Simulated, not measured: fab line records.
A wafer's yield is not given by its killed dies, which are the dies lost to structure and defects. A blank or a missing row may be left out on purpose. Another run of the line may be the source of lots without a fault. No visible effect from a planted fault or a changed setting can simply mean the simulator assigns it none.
One fault seen from 2 desks    flow sfq-line    only its own numbers are on each desk; what lay behind them is given at the end

== FROM THE METROLOGY DESK ==
Means of the sampled wafers that have a number, per lot and without regard to the tool the lot ran on: this is what the gauges read. If a lot's mean is further than 4 standard deviations from the usual mean, the lot is out of limits and carries the mark OUT (the distance appears in the brackets).
Columns: A = R5_MONX_THK at SFQ_R5_THK_MEAS_934, usual 40.1 nm
lot   first seen here  A
L564  day 52 20:47     39.5
L565  day 53 02:47     39.9
L566  day 53 08:24     40.8
L567  day 53 14:47     39.4
L568  day 53 15:24     40.6
L569  day 54 00:24     39.8
L570  day 54 06:24     40.5
L571  day 54 11:47     41.3
L572  day 59 15:46     39.9
L575  day 61 09:29     40.6
L576  day 61 12:29     40.4
L580  day 62 06:29     40.2
L581  day 62 09:29     40.6
L582  day 62 12:28     39.7
L587  day 64 12:27     39.9
Finding of this desk: none of the 15 lots has anything out of limits.

== DESK OF THE TOOL OWNER: krf-scanner-01 ==
The tool's own readings at SFQ_TRILAYER_M6_LITHO_EXPOSE_160 (exposes mask M6, target cd 500 nm): means of the sampled wafers that have a number, for each lot that ran on this tool. If a lot's mean is further than 4 standard deviations from the usual mean, the lot is out of limits and carries the mark OUT (the distance appears in the brackets).
Columns: A = exposure-dose-mJ-cm2 at SFQ_TRILAYER_M6_LITHO_EXPOSE_160, usual 14.402; B = focus-offset-nm at SFQ_TRILAYER_M6_LITHO_EXPOSE_160, usual 0.2 nm
lot   first seen here  A       B
L564  day 63 14:08     14.396  0.0
L565  day 63 16:35     14.417  -0.4
L566  day 63 23:11     14.410  0.7
L567  day 64 01:35     14.401  0.1
L568  day 64 03:59     14.395  0.6
L569  day 69 00:01     14.386  0.3
L575  day 71 11:04     14.385  1.0
L576  day 71 12:16     14.398  0.9
Finding of this desk: none of the 8 lots has anything out of limits.

== TAKEN TOGETHER ==
Metrology desk: nothing out of limits seen.
The desk of the tool owner found nothing out of limits.

== WHAT HAD BEEN PUT IN BY THE SIMULATOR ==
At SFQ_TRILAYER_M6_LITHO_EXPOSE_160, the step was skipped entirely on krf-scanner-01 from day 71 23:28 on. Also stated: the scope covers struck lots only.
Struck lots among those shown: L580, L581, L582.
